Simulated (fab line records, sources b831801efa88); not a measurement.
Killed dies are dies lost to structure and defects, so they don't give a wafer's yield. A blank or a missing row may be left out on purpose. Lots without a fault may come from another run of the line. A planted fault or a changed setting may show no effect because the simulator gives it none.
A struck lot beside a sound one | flow sky130 | 20 steps out of a route of 708
Sound: wafers L198.1, L198.3, L198.5. Struck: wafer L192.1. (L192.4, L192.6 of the same lot were not struck and are left out.) The cause comes at the end.
At each step with rows: each side's tool, then ch and its chambers, then its first start. Under that, the readings that differ: sound wafers | struck wafers | difference of the means | sigmas: that difference in standard deviations of wafers without a fault.
alike: readings whose means differ by less than 2 such deviations, and words and numbers that are the same on both sides. not compared: withheld readings, readings that some wafer has no value for, bounds like >300 that may hide the same value, and numbers for which the record gives no deviation and whose values overlap.
The two part at a step that has a row with sigmas, a row that says differs or no value, or rows on one side only. Numbers that don't overlap but have no deviation are shown without sigmas and don't part them. A reading that every wafer of one side lacks parts them only if that side has two wafers or more.

SKY_FIELD_ISO_BOW_MEAS_00:
  sound on film_metro-03, day 4 23:00; struck on film_metro-04, day 3 17:00
  alike: INCOMING_BOW
then, 1 step without rows for these wafers: SKY_FIELD_ISO_OXIDATION_01 (stabilise 600 s, purge 300 s, target thk 12 nm).
SKY_FIELD_ISO_THK_MEAS_02:
  sound on film_metro-02, day 5 01:18; struck on film_metro-04, day 3 19:08
  reading                         | sound             | struck | difference | sigmas
  FIELD_ISO_OXIDATION_00_THK (nm) | 12.37 12.13 12.35 | 11.72  | -0.56      | -3
then, 1 step without rows for these wafers: SKY_FIELD_ISO_CVD_03 (deposits Si3N4 from DCS/NH3, target thk 165 nm, time 2830 s).
SKY_FIELD_ISO_THK_MEAS_04:
  sound on film_metro-04, day 5 04:22; struck on film_metro-04, day 3 20:59
  reading                   | sound             | struck | difference | sigmas
  FIELD_ISO_CVD_03_THK (nm) | 168.3 169.4 167.9 | 164.5  | -4.0       | -3
then, 5 steps without rows for these wafers: SKY_FIELD_ISO_DEHYDRATE_05 (time 60 s); SKY_FIELD_ISO_HMDS_06 (prime time 60 s); SKY_FIELD_ISO_COAT_07 (resist thk 60 nm); SKY_FIELD_ISO_COAT_08 (resist thk 450 nm); SKY_FIELD_ISO_SOFTBAKE_09 (time 90 s).
SKY_FIELD_ISO_EXPOSE_10: exposes mask FOM, target cd 150 nm.
  sound on krf_scanner-02 ch 0, day 5 13:44; struck on krf_scanner-01 ch 0, day 4 05:58
  alike: mask
then, 2 steps without rows for these wafers: SKY_FIELD_ISO_PEB_11; SKY_FIELD_ISO_DEVELOP_12 (develop time 60 s).
SKY_FIELD_ISO_CD_MEAS_13: target cd 150 nm.
  sound on cd_sem-01, day 5 23:08; struck on cd_sem-02, day 4 14:22
  reading    | sound             | struck | difference | sigmas
  cd_nm (nm) | 153.3 152.3 150.9 | 54.9   | -97.3      | -61
SKY_FIELD_ISO_ETCH_14: etches BARC in N2/H2, stops on SiO2, time 45.9 s, target depth 60 nm.
  sound on rie_diel-01 ch 0,2,3, day 5 23:15; struck on rie_diel-01 ch 2, day 4 14:29
  reading                        | sound                | struck | difference | sigmas
  chamber_pressure_mTorr (mTorr) | 29.968 29.987 29.978 | 30.053 | +0.075     | +3
  model.FIELD_ISO.cd_nm (nm)     | 152.8 151.9 149.1    | 52.71  | -98.56     |
  alike: drypump_motor_current_A, oes_product_au, throttle_valve_pct
  not compared: rf_hours_counter_h
SKY_FIELD_ISO_ETCH_15: etches the open film in CHF3/O2, stops on Si, target depth 180 nm, time 72 s.
  sound on rie_diel-01 ch 0,2,3, day 5 23:17; struck on rie_diel-01 ch 2, day 4 14:31
  reading               | sound             | struck | difference | sigmas
  oes_product_au (a.u.) | 0.965 0.959 0.952 | 0.943  | -0.016     | -2
  alike: chamber_pressure_mTorr, drypump_motor_current_A, throttle_valve_pct
  not compared: rf_hours_counter_h
SKY_FIELD_ISO_STRIP_16: strips in O2/N2.
  sound on plasma_asher-03 ch 0,1, day 5 23:20; struck on plasma_asher-02 ch 0, day 4 14:35
  alike: chamber_pressure_mTorr, drypump_motor_current_A, oes_product_au, strip_time_to_endpoint_s
  not compared: rf_hours_counter_h
SKY_FIELD_ISO_ETCH_17: etches Si in HBr/Cl2/O2, target depth 342 nm, time 97.7 s.
  sound on rie_si-02 ch 0,3, day 5 23:26; struck on rie_si-02 ch 2, day 4 14:41
  reading                     | sound             | struck | difference | sigmas
  drypump_motor_current_A (A) | 5.1 5.5 5.5       | 6.5    | +1.1       | +2
  model.FIELD_ISO.cd_nm (nm)  | 152.7 151.2 149.2 | 51.12  | -99.91     |
  alike: chamber_pressure_mTorr, oes_product_au, throttle_valve_pct
  not compared: rf_hours_counter_h
then, 1 step without rows for these wafers: SKY_FIELD_ISO_WET_ETCH_18 (etches Si3N4 in H3PO4, target depth 25 nm, time 286 s).
-- the record jumps here: 44 days lie between the struck wafers' starts before and after (it left off in module FIELD_ISO and takes up again in module PAD_OPEN, whose first step shown is number 708 of the route) --
SKY_PAD_OPEN_PROBE_99:
  sound on prober-01, day 49 23:39; struck on prober-01, day 48 20:24
  reading             | sound     | struck | difference | sigmas
  killed_at_M0_to_M3  | 48 35 43  | 27     | -15        | -2
  killed_at_front_end | 19 17 19  | 431    | +413       | +88
  killed_dies         | 97 75 101 | 492    | +401       | +41
  killed_on_rim       | 24 17 24  | 96     | +74        | +20
  alike: killed_at_M4_up, killed_at_contacts, killed_at_other, killed_open, killed_short

WHERE THEY PART
First at SKY_FIELD_ISO_THK_MEAS_02; last, within this record, at SKY_PAD_OPEN_PROBE_99.

WHY: what the simulator had put in
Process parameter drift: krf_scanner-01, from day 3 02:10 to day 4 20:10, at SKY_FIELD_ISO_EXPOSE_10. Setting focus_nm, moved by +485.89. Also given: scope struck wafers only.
